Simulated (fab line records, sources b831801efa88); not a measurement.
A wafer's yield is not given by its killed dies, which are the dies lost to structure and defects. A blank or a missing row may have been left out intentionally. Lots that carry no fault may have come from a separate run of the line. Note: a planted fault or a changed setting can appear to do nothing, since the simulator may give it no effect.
Which tool was responsible? -- flow gf180mcu -- Sampling: 12 lots, 35 wafers, 4 of 602 route steps

## WHAT EACH GAUGE READ, for each wafer
GF_MVSD_OVL_MEAS_07.
lot,measured,on,MVSD_OVL (nm)
L934,day 4 17:08,overlay-02,-0.6 -0.9 -0.3
L935,day 4 23:49,overlay-01,0.9 0.7 2.1
L936,day 5 02:53,overlay-02,1.0 2.3 1.8
L937,day 5 11:01,overlay-02,2.8 2.8 1.4
L939,day 5 20:35,overlay-01,-0.4 -0.2 1.1
L940,day 6 02:50,overlay-02,-2.5 0.6
L947,day 7 20:45,overlay-02,1.2 -0.4 2.2
L951,day 9 04:35,overlay-01,1.6 1.4 1.2
L952,day 9 16:11,overlay-02,0.6 -0.4 2.1
L953,day 9 16:53,overlay-01,0.6 -0.9 -1.5
L954,day 10 03:23,overlay-02,-0.3 1.3 0.2
L956,day 10 02:08,overlay-02,1.8 0.1 0.1

## WHAT TOOL EACH LOT RAN ON (gives the tool, then ch and the chambers of the sampled wafers, and finally the start)
lot,GF_STI_ETCH_13,GF_STI_STRIP_15,GF_LVPWELL_STRIP_10
L934,"rie diel-03 ch 0,1,2, day 2 05:59","plasma asher-01 ch 0,1, day 2 06:09","plasma asher-02 ch 0,1, day 4 02:52"
L935,"rie diel-04 ch 0,2,3, day 2 13:02","plasma asher-03 ch 0,1, day 2 13:12","plasma asher-04 ch 0,1, day 4 09:58"
L936,"rie diel-04 ch 0,3, day 2 16:43","plasma asher-01 ch 0,1, day 2 16:54","plasma asher-04 ch 0,1, day 4 13:09"
L937,"rie diel-04 ch 0,2,3, day 2 21:58","plasma asher-03 ch 0,1, day 2 22:07","plasma asher-04 ch 0,1, day 4 21:07"
L939,"rie diel-04 ch 2,3, day 3 08:05","plasma asher-04 ch 0,1, day 3 08:17","plasma asher-02 ch 0,1, day 5 06:32"
L940,"rie diel-04 ch 0,1, day 3 13:46","plasma asher-03 ch 0, day 3 13:55","plasma asher-04 ch 1, day 5 13:01"
L947,"rie diel-01 ch 2,3, day 5 01:58","plasma asher-04 ch 0,1, day 5 02:09","plasma asher-04 ch 0,1, day 7 05:29"
L951,"rie diel-01 ch 1,2,3, day 5 23:52","plasma asher-01 ch 0,1, day 6 00:01","plasma asher-04 ch 0,1, day 8 11:46"
L952,"rie diel-01 ch 1,2, day 6 05:14","plasma asher-01 ch 0,1, day 6 05:24","plasma asher-02 ch 0, day 8 22:58"
L953,"rie diel-01 ch 2,3, day 6 12:08","plasma asher-01 ch 0,1, day 6 12:18","plasma asher-04 ch 0,1, day 8 23:39"
L954,"rie diel-03 ch 2,3, day 6 22:16","plasma asher-04 ch 0,1, day 6 22:25","plasma asher-01 ch 0,1, day 9 10:03"
L956,"rie diel-04 ch 0,3, day 7 03:47","plasma asher-01 ch 0,1, day 7 03:56","plasma asher-01 ch 0,1, day 9 08:37"
- GF_STI_ETCH_13: etches the open film in CHF3/O2, stops on Si, target depth 282.31 nm, time 112.9 s.
- GF_STI_STRIP_15: strips in O2/N2.
- GF_LVPWELL_STRIP_10: strips in O2/N2.

## AS READ BY THE TOOLS THEMSELVES (means over the sampled wafers that have a number; for cases with no such wafer, the mark the record gives instead)
GF_STI_ETCH_13.
lot,tool,drypump motor current A (A),oes product au (a.u.),throttle valve pct (%)
L934,rie diel-03,5.6,0.833,8.804
L935,rie diel-04,6.1,0.836,8.812
L936,rie diel-04,5.9,0.826,8.813
L937,rie diel-04,6.1,0.821,8.809
L939,rie diel-04,6.3,0.832,8.816
L940,rie diel-04,5.9,0.819,8.811
L947,rie diel-01,5.3,0.839,8.809
L951,rie diel-01,5.5,0.827,8.811
L952,rie diel-01,5.2,0.836,8.802
L953,rie diel-01,5.3,0.838,8.816
L954,rie diel-03,5.8,0.831,8.813
L956,rie diel-04,5.7,0.833,8.808

GF_STI_STRIP_15.
lot,tool,drypump motor current A (A),heater power w (W),oes product au (a.u.),strip time to endpoint s (s)
L934,plasma asher-01,6.4,360,0.381,3.73
L935,plasma asher-03,5.5,350,0.385,3.71
L936,plasma asher-01,6.4,350,0.386,3.76
L937,plasma asher-03,5.5,346,0.385,3.72
L939,plasma asher-04,5.3,381,0.382,3.66
L940,plasma asher-03,5.5,370,0.377,3.58
L947,plasma asher-04,5.3,380,0.384,3.80
L951,plasma asher-01,6.4,355,0.386,3.70
L952,plasma asher-01,6.4,349,0.378,3.74
L953,plasma asher-01,6.4,344,0.386,3.75
L954,plasma asher-04,5.8,354,0.382,3.71
L956,plasma asher-01,6.4,346,0.382,3.72

GF_LVPWELL_STRIP_10.
lot,tool,drypump motor current A (A),heater power w (W),oes product au (a.u.),strip time to endpoint s (s)
L934,plasma asher-02,5.4,331,0.725,37.00
L935,plasma asher-04,5.3,384,0.724,36.91
L936,plasma asher-04,5.8,355,0.724,37.01
L937,plasma asher-04,5.3,380,0.724,36.87
L939,plasma asher-02,5.7,323,0.722,36.93
L940,plasma asher-04,4.8,405,0.726,36.98
L947,plasma asher-04,5.3,378,0.726,36.95
L951,plasma asher-04,5.3,377,0.720,36.86
L952,plasma asher-02,5.2,332,0.724,37.04
L953,plasma asher-04,5.8,360,0.719,36.90
L954,plasma asher-01,6.4,353,0.724,37.03
L956,plasma asher-01,6.4,353,0.722,37.08

## THE ANSWER, worked out from the rows above alone
Rule: what is usual is taken from the lots themselves. Put in order of their means at a reading, lots are off if they are a third of the lots or fewer, leave a main group of 4 or more, and stand apart from it by a gap of 3 or more times the standard deviation of the main group's means; of several such gaps the widest counts. If all means in a main group match to the digits the tables above print for the reading, that group is not used. Also off: a lot with no number at a reading for which 4 or more lots have one. All remaining lots with rows at the step are treated as sound. Order of review: gauges by route order, followed by the tools' own readings, for which a lot's mean as printed above is used. At the first step where some lot is off, the reading lying furthest off is the one used; lots without a number count as furthest.
Nothing can be told from this: no lot is off at any reading shown.

## WHAT THE SIMULATOR HAD PUT IN
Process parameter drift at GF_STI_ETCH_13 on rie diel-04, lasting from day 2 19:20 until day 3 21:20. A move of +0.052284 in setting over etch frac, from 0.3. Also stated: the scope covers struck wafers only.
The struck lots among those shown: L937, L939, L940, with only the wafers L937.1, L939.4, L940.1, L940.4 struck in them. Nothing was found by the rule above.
